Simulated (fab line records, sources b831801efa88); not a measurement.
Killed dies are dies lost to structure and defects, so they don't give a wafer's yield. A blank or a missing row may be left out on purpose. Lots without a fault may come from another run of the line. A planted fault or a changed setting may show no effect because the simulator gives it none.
Split-lot experiment | flow gf180mcu | 5 lots, 23 wafers read, on a route of 602 steps

THE SPLIT
At GF_HV_LDD_CVD_56 (deposits Si3N4 from DCS/NH3, target thk 90 nm, time 1543 s), the setting time_s was moved away from the recipe's 1543 s on 15 of the 23 wafers read, by -12.7% to +10.7%. The other wafers ran this setting at the recipe's value.

The file shows no step between the split and the reading.

THE READING
oes_product_au, in a.u., at GF_HV_LDD_ETCHBACK_58 (etches Si3N4 in CH3F/O2, stops on SiO2, time 100 s, target depth 90 nm). Fault-free wafers of this fab line usually give 0.844 a.u., standard deviation 0.0067 a.u..

wafer  | tool, chamber at the split | time_s as run, s | against the recipe | oes_product_au, a.u. | against lot-mates on the recipe
L075.1 | -, -                       | 1683             | +9.1%              | 0.882                | no lot-mate on the recipe
L075.2 | -, -                       | 1683             | +9.1%              | 0.899                | no lot-mate on the recipe
L075.4 | -, -                       | 1683             | +9.1%              | 0.897                | no lot-mate on the recipe
L075.5 | -, -                       | 1683             | +9.1%              | 0.889                | no lot-mate on the recipe
L075.6 | -, -                       | 1683             | +9.1%              | 0.898                | no lot-mate on the recipe
L078.2 | lpcvd-01, 1                | 1543             | recipe             | 0.841                | -
L078.4 | lpcvd-01, 1                | 1543             | recipe             | 0.848                | -
L078.6 | lpcvd-01, 1                | 1543             | recipe             | 0.854                | -
L077.1 | -, -                       | 1708             | +10.7%             | 0.891                | no lot-mate on the recipe
L077.2 | -, -                       | 1708             | +10.7%             | 0.884                | no lot-mate on the recipe
L077.3 | -, -                       | 1708             | +10.7%             | 0.896                | no lot-mate on the recipe
L077.4 | -, -                       | 1708             | +10.7%             | 0.890                | no lot-mate on the recipe
L077.6 | -, -                       | 1708             | +10.7%             | 0.886                | no lot-mate on the recipe
L081.2 | -, -                       | 1347             | -12.7%             | 0.790                | no lot-mate on the recipe
L081.3 | -, -                       | 1347             | -12.7%             | 0.773                | no lot-mate on the recipe
L081.4 | -, -                       | 1347             | -12.7%             | 0.783                | no lot-mate on the recipe
L081.5 | -, -                       | 1347             | -12.7%             | 0.787                | no lot-mate on the recipe
L081.6 | -, -                       | 1347             | -12.7%             | 0.782                | no lot-mate on the recipe
L082.1 | -, -                       | 1543             | recipe             | 0.850                | -
L082.2 | -, -                       | 1543             | recipe             | 0.857                | -
L082.3 | -, -                       | 1543             | recipe             | 0.845                | -
L082.5 | -, -                       | 1543             | recipe             | 0.855                | -
L082.6 | -, -                       | 1543             | recipe             | 0.855                | -

THE FIT
A straight line over all 23 wafers: oes_product_au changes by +0.00472 a.u. for each +1% of time_s; r = +0.98; the points scatter about the line by 0.0077 a.u..
Too few moved wafers have a lot-mate on the recipe to fit a line with each lot's own level taken away.

THE FILE'S OWN FIT
oes_product_au changes by +0.00472 a.u. for each +1% of time_s, r = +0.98.
